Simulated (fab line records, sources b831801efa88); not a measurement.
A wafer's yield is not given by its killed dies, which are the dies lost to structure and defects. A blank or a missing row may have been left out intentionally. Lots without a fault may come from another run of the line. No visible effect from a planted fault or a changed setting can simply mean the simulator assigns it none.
A lot that was struck, set against a sound lot + flow sky130 + 16 out of 708 route steps
Sound: these wafers, L838.1, L838.3, L838.5. Wafers struck: L845.1, L845.4. At the end, the cause is stated.
Per side, at each step with rows, come the tool, then ch with its chambers, and then its first start. Under that, the readings that differ: sound wafers + struck wafers + difference of the means + sigmas: that difference in standard deviations of wafers without a fault.
alike: readings with means less than 2 such deviations apart, plus words and numbers identical on both sides. not compared: withheld readings, readings lacking a value on some wafer, bounds such as >300 that could conceal the same value, and numbers that have no deviation in the record and whose values overlap.
Wherever a step has rows on one side only, a row that says differs or no value, or a row with sigmas, the two part there. When numbers do not overlap yet have no deviation, they are printed without sigmas and do not part them. A reading that every wafer of one side lacks parts them only if that side has two wafers or more.

SKY_METAL5_SPUTTER_03: material Ti, target thk 5 nm, time 3.3 s.
  sound: pvd-sputter-04 at day 45 12:08; struck: pvd-sputter-04 at day 46 08:07
  alike: throttle-valve-pct
SKY_METAL5_SPUTTER_04: material TiN, target thk 70 nm, time 58.3 s.
  sound: pvd-sputter-04 at day 45 12:09; struck: pvd-sputter-04 at day 46 08:08
  alike: throttle-valve-pct
SKY_METAL5_RS_MEAS_05: a four-point-probe measurement.
  sound: film-metro-02 at day 45 12:12; struck: film-metro-02 at day 46 08:10
  alike: METAL5_ALCU_RS
SKY_METAL5_THK_MEAS_06: measures by xrf.
  sound: film-metro-02 at day 45 12:19; struck: film-metro-02 at day 46 08:17
  alike: METAL5_ALCU_THK
then, 7 steps without rows for these wafers: SKY_METAL5_DEHYDRATE_07 (time 60 s); SKY_METAL5_HMDS_08 (prime time 60 s); SKY_METAL5_COAT_09 (resist thk 1800 nm); SKY_METAL5_SOFTBAKE_10 (time 60 s); SKY_METAL5_EXPOSE_11 (exposes mask MM5, target cd 1600 nm); SKY_METAL5_PEB_12; SKY_METAL5_DEVELOP_13 (develop time 60 s).
SKY_METAL5_DESCUM_14: chemistry O2, time 11 s.
  sound on rie-metal-04 ch 0, day 46 07:38; struck on rie-metal-04 ch 1, day 47 04:01
  alike: drypump-motor-current-A, he-backside-leak-sccm, oes-product-au
  not compared: rf-hours-counter-h
SKY_METAL5_METAL_ETCH_15: etches the open film in Cl2/BCl3, stops on SiO2, target depth 1260 nm, time 252 s.
  sound on rie-metal-04 ch 0, day 46 07:40; struck on rie-metal-04 ch 1, day 47 04:04
| reading                                     | sound             | struck        | difference | sigmas |
|---------------------------------------------|-------------------|---------------|------------|--------|
| rf-fwd-power-W (W)                          | 897.3 895.0 896.4 | 1047.1 1043.3 | +149.0     | +51    |
| model.NOVOLAK_of_METAL5_COAT_09.thk-nm (nm) | 1012 1002 1005    | 961.1 961.9   | -44.8      |        |
| model.METAL5.cd-nm (nm)                     | 1602 1607 1604    | 1591 1592     | -13        |        |
  alike: drypump-motor-current-A, he-backside-leak-sccm, oes-product-au, throttle-valve-pct
  not compared: rf-hours-counter-h
SKY_METAL5_STRIP_16: strips in O2/N2.
  sound on plasma-asher-03 ch 0,1, day 46 07:55; struck on plasma-asher-01 ch 0, day 47 04:17
| reading                      | sound             | struck      | difference | sigmas |
|------------------------------|-------------------|-------------|------------|--------|
| drypump-motor-current-A (A)  | 5.35 5.81 5.82    | 6.31 6.31   | +0.65      | +2     |
| strip-time-to-endpoint-s (s) | 12.81 12.75 12.79 | 12.28 12.29 | -0.50      | -3     |
  alike: o2-flow-sccm, oes-product-au
  not compared: rf-hours-counter-h
then, 1 step without rows for these wafers: SKY_METAL5_STRIP_17 (strips in post etch residue remover, time 1200 s).
SKY_PAD_OPEN_PROBE_99:
  sound: prober-01 at day 48 03:05; struck: prober-01 at day 48 23:50
| reading                                 | sound                   | struck              | difference | sigmas |
|-----------------------------------------|-------------------------|---------------------|------------|--------|
| model.etest.tip-sonos.rs-ohm-sq         | 2748 2722 2718          | 1.032e+04 1.078e+04 | +7.821e+03 |        |
| model.etest.sonos-uncharged.r-on-ohm-um | 815.9 799.4 818.8       | 966.9 979.9         | +162.0     |        |
| model.etest.tip-sonos.rs-ohm-sq-range   | 44.3 53.77 30.42        | 151.5 163.9         | +114.9     |        |
| model.etest.sonos-erased.drive-ua-um    | 204.7 206.9 197.8       | 153 119.5           | -67        |        |
| model.etest.met5.width-nm (nm)          | 1600 1608 1605          | 1590 1593           | -13        |        |
| model.etest.sonos-erased.vt-v (V)       | -2.233 -2.263 -2.203    | -1.85 -1.743        | +0.44      |        |
| model.etest.sonos-uncharged.vt-v (V)    | -0.4146 -0.4463 -0.4185 | -0.1166 -0.1361     | +0.3001    |        |
| model.etest.sonos-baked.vt-v (V)        | 0.9476 0.9868 0.8953    | 1.222 1.203         | +0.269     |        |
  alike: killed_at_M0_to_M3, killed_at_M4_up, killed-at-contacts, killed-at-front-end, killed-at-other, killed-dies, killed-open, killed-short

WHERE THEY PART
Last at SKY_METAL5_STRIP_16 as far as this record goes, first at SKY_METAL5_METAL_ETCH_15. Later steps at which nothing parts them and some readings are alike: SKY_PAD_OPEN_PROBE_99.

WHY: whatever the simulator had introduced
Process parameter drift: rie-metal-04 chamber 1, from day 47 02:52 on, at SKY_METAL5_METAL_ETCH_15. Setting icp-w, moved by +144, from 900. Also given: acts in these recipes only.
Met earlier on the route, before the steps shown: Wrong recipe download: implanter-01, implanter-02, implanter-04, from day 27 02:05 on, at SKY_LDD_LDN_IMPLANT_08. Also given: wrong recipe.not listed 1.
